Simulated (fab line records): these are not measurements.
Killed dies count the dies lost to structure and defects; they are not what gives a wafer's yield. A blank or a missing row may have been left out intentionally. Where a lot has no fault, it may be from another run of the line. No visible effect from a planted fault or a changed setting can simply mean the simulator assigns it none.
Which tool is to blame?	flow sky130	36 wafers from 12 lots sampled at 5 of the route's 708 steps

== WHAT THE GAUGES READ, wafer by wafer ==
SKY_SD_P_CD_MEAS_07: the cd target is 380 nm.
lot	measured	on	cd-nm (nm)
L848	day 25 19:14	cd-sem-01	376.5 377.2 376.4
L851	day 26 18:38	cd-sem-01	375.0 376.9 373.4
L852	day 27 11:08	cd-sem-02	377.6 377.9 376.5
L853	day 27 13:42	cd-sem-02	378.6 382.7 379.5
L856	day 29 05:24	cd-sem-02	378.9 378.8 378.1
L857	day 29 05:08	cd-sem-02	380.9 379.2 378.6
L864	day 31 09:51	cd-sem-02	382.6 380.8 381.0
L865	day 31 10:34	cd-sem-01	379.7 378.2 379.0
L866	day 31 19:10	cd-sem-01	379.0 379.2 378.7
L867	day 32 08:59	cd-sem-02	380.3 381.3 380.6
L869	day 32 13:33	cd-sem-01	381.3 380.6 381.3
L870	day 32 23:49	cd-sem-01	379.7 378.5 379.7

SKY_SD_N_CD_MEAS_07: the cd target is 380 nm.
lot	measured	on	cd-nm (nm)
L848	day 28 04:32	cd-sem-01	377.7 380.8 378.2
L851	day 29 02:05	cd-sem-02	377.8 379.5 379.2
L852	day 29 19:32	cd-sem-01	380.3 380.6 380.2
L853	day 29 21:35	cd-sem-01	385.0 383.1 384.8
L856	day 31 12:54	cd-sem-02	- - -
L857	day 31 12:19	cd-sem-02	- - -
L864	day 33 14:17	cd-sem-02	378.2 379.9 377.6
L865	day 33 15:17	cd-sem-01	379.3 380.2 381.4
L866	day 34 00:21	cd-sem-02	381.1 379.2 379.5
L867	day 34 12:59	cd-sem-01	381.4 383.7 382.8
L869	day 34 17:21	cd-sem-01	380.7 377.0 378.7
L870	day 35 04:33	cd-sem-02	379.8 380.1 382.2

SKY_SD_N_RS_MEAS_16: a four-point-probe measurement.
lot	measured	on	SD_N_RS (ohm/sq)
L848	day 28 05:23	film-metro-04	67.89 68.03 67.90
L851	day 29 02:55	film-metro-01	67.79 67.76 68.00
L852	day 29 20:22	film-metro-01	67.94 68.01 67.83
L853	day 29 22:26	film-metro-02	68.09 68.11 68.05
L856	day 31 13:44	film-metro-04	67.81 68.09 67.74
L857	day 31 13:10	film-metro-01	67.83 68.01 67.93
L864	day 33 15:08	film-metro-01	67.90 67.85 68.00
L865	day 33 16:08	film-metro-01	67.90 67.96 67.89
L866	day 34 01:12	film-metro-02	68.04 67.99 68.05
L867	day 34 13:49	film-metro-04	67.91 67.79 67.86
L869	day 34 18:11	film-metro-02	67.83 67.94 68.00
L870	day 35 05:23	film-metro-02	68.02 68.23 68.09

== TOOL THAT RAN EACH LOT (tool first, then ch and the chambers of the sampled wafers, then the start) ==
lot	SKY_LDD_LDN_STRIP_12	SKY_SD_N_COAT_02
L848	plasma-asher-04 ch 0,1, day 23 01:16	litho-track-04 ch 0, day 27 14:38
L851	plasma-asher-03 ch 0, day 24 06:52	litho-track-01 ch 0, day 28 12:14
L852	plasma-asher-01 ch 0,1, day 24 23:07	litho-track-04 ch 0, day 29 05:38
L853	plasma-asher-01 ch 0,1, day 25 02:25	litho-track-04 ch 0, day 29 07:26
L856	plasma-asher-04 ch 0,1, day 26 16:43	litho-track-04, day 30 23:40
L857	plasma-asher-03 ch 0,1, day 26 17:39	litho-track-04, day 30 23:05
L864	plasma-asher-04 ch 0,1, day 28 19:31	litho-track-04 ch 0, day 32 23:35
L865	plasma-asher-04 ch 0,1, day 28 23:25	litho-track-04 ch 0, day 33 00:50
L866	plasma-asher-03 ch 0,1, day 29 12:25	litho-track-04 ch 0, day 33 11:52
L867	plasma-asher-04 ch 0,1, day 29 20:28	litho-track-04 ch 0, day 33 23:23
L869	plasma-asher-01 ch 0,1, day 30 04:28	litho-track-03 ch 0, day 34 03:25
L870	plasma-asher-03 ch 0,1, day 30 18:16	litho-track-03 ch 0, day 34 16:07
- SKY_LDD_LDN_STRIP_12: strips in O2/N2.
- SKY_SD_N_COAT_02: resist thk 1140 nm.

== WHAT THE TOOLS THEMSELVES READ (means of the sampled wafers that have a number; where no wafer has one, the mark that the record gives instead) ==
SKY_LDD_LDN_STRIP_12.
lot	tool	chamber-pressure-mTorr (mTorr)	drypump-motor-current-A (A)	n2-flow-sccm (sccm)	oes-product-au (a.u.)	strip-time-to-endpoint-s (s)
L848	plasma-asher-04	1500.5	6.0	300.6	0.715	14.17
L851	plasma-asher-03	1501.2	5.8	300.2	0.716	14.19
L852	plasma-asher-01	1499.1	5.5	299.1	0.711	14.24
L853	plasma-asher-01	1500.3	5.9	300.4	0.712	14.22
L856	plasma-asher-04	1499.4	6.0	299.6	0.714	14.18
L857	plasma-asher-03	1500.1	5.6	299.7	0.716	14.19
L864	plasma-asher-04	1499.6	5.4	300.0	0.716	14.18
L865	plasma-asher-04	1501.2	5.4	300.2	0.718	14.13
L866	plasma-asher-03	1499.9	5.6	300.8	0.714	14.17
L867	plasma-asher-04	1500.4	5.4	299.3	0.716	14.24
L869	plasma-asher-01	1499.7	5.5	300.1	0.715	14.12
L870	plasma-asher-03	1499.8	5.7	299.6	0.717	14.16

SKY_SD_N_COAT_02.
lot	tool	chill-plate-temp-C (C)	dispense-pressure-kPa (kPa)
L848	litho-track-04	23.02	55
L851	litho-track-01	23.02	52
L852	litho-track-04	22.94	54
L853	litho-track-04	22.82	55
L856	litho-track-04	-	-
L857	litho-track-04	-	-
L864	litho-track-04	23.02	55
L865	litho-track-04	22.95	55
L866	litho-track-04	23.02	55
L867	litho-track-04	22.91	55
L869	litho-track-03	23.00	47
L870	litho-track-03	22.88	47

== THE ANSWER, worked out from the rows above alone ==
Rule: the lots themselves supply what counts as usual. Put in order of their means at a reading, lots are off if they are a third of the lots or fewer, leave a main group of 4 or more, and stand apart from it by a gap of 3 or more times the standard deviation of the main group's means; of several such gaps the widest counts. If all means in a main group match to the digits the tables above print for the reading, that group is not used. Also off: a lot with no number at a reading for which 4 or more lots have one. All remaining lots with rows at the step are treated as sound. After the gauges, taken in route order, come the tools' own readings; for these a lot's mean is taken, as printed above. The first step at which some lot is off is used, and at that step the reading that is off furthest; a lot without a number counts as furthest.
Off: L856, L857, at SKY_SD_N_CD_MEAS_07 (cd-nm). Without a number there: L856, L857. Main group: mean 380.3 nm, sd 1.8.
A tool fits if, at a process step before that reading, it ran every lot that is off, and no sound lot after the first of them. The gauges at SKY_SD_N_CD_MEAS_07 aren't tried: what is off there is off at SKY_SD_N_COAT_02 too, on other tools, and a gauge's error can't cause that. Not one of the candidates tried fits.

== WHAT WAS PUT IN BY THE SIMULATOR ==
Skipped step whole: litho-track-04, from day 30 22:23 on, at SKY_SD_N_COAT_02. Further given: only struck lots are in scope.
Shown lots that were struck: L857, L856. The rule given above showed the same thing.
